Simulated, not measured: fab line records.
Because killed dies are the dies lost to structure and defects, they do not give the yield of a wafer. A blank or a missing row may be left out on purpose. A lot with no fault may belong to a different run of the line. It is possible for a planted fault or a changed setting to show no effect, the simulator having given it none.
Problem report, 8D (eight disciplines) form, completed by code / flow gf180mcu / the parts of the form that need people (team, actions taken, sign-off) are left out

1. PROBLEM STATEMENT
Mean VT_IMPLANT_2_TW at GF_VT_IMPLANT_TW_MEAS_21: 1126 over 9 wafers in 3 lots; fault-free wafers: 1210, standard deviation 9.5. Relative to the usual mean, that is a shift of -8.8 standard deviations.
First seen on wafer L857.2, day 9 08:35, on film metro-01. The record has a number at this step for 42 wafers belonging to 14 lots. The rule behind "out" and "out of limits": a value lying over 4 standard deviations away from the usual mean. Any other wafer with a number is counted as sound.

2. WHAT IT IS; WHAT IT IS NOT
question=which readings at this step; is=VT_IMPLANT_2_TW; is not=-
question=which lots; is=L857, L859, L861; is not=L845, L846, L847, L848, L849, L850, L851, L852, L853, L854, L855
question=which wafers of those lots; is=all that have a number; is not=-
question=read on which gauges; is=film metro-01, film metro-03; is not=film metro-02
question=when; is=from day 9 08:35; is not=up to then (33 sound wafers)

3. SUSPECTS, AND WHAT RULES EACH OUT
Counting: a tool stays on the suspect list if, at a process step up to the reading, it processed all lots that are out and no sound lot following the first of them.
- the gauge at GF_VT_IMPLANT_TW_MEAS_21: ruled out. 2 gauges (film metro-01, film metro-03) read the wafers that are out.
- implanter-01 at GF_VT_IMPLANT_IMPLANT_19: kept. It processed each lot that is out, first L857 at day 9 08:21, and no sound lot thereafter; up to then, the last sound lot it processed was L853 at day 8 06:44. Its own beam energy keV readings are out on those wafers.
After counting, what remains is implanter-01 at GF_VT_IMPLANT_IMPLANT_19.

4. THE CAUSE (what the simulator had put in)
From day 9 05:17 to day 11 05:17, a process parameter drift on implanter-01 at GF_VT_IMPLANT_IMPLANT_19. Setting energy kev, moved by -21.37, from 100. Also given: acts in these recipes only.
Only this tool survived the counting.

5. THE EFFECT CHAIN, in route order
Each row: a reading where the mean over the struck wafers with a number is more than 3 standard deviations away from the usual. Readings are gone through only where the record gives a usual standard deviation; hours: the median, over the lots, of the time from a lot's start at the first step in this table giving one to that lot's start at this step; sigmas: the change measured in usual standard deviations.
hours=0; step=GF_VT_IMPLANT_IMPLANT_19; reading=beam energy keV; usual=100.00; on struck wafers=78.64; change=-21.36; sigmas=-99 or more
hours=0; step=GF_VT_IMPLANT_TW_MEAS_21; reading=VT_IMPLANT_2_TW; usual=1210; on struck wafers=1126; change=-84; sigmas=-8.8
The process steps in it:
- GF_VT_IMPLANT_IMPLANT_19
Later steps that measure or inspect, where all struck wafers having a row at the step show a number for every such reading and not one has moved that far: GF_VT_IMPLANT_OVL_MEAS_29, GF_POLY_GATE_THK_MEAS_01.

6. HOW IT WOULD HAVE BEEN CAUGHT EARLIER
The first out-of-limits reading at a measuring or inspecting step in this record came at day 9 08:35, 3 hours after the fault's start at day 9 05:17.
At GF_VT_IMPLANT_IMPLANT_19, the tool's own readings (beam energy keV) were out on each struck wafer the step has a row for, so an alarm limit on them would have fired on the first such wafer.
Lots out: 3; of these, L859, L861 started GF_VT_IMPLANT_IMPLANT_19 on implanter-01 after day 9 08:35. A hold on the tool at that time would have spared those 2.
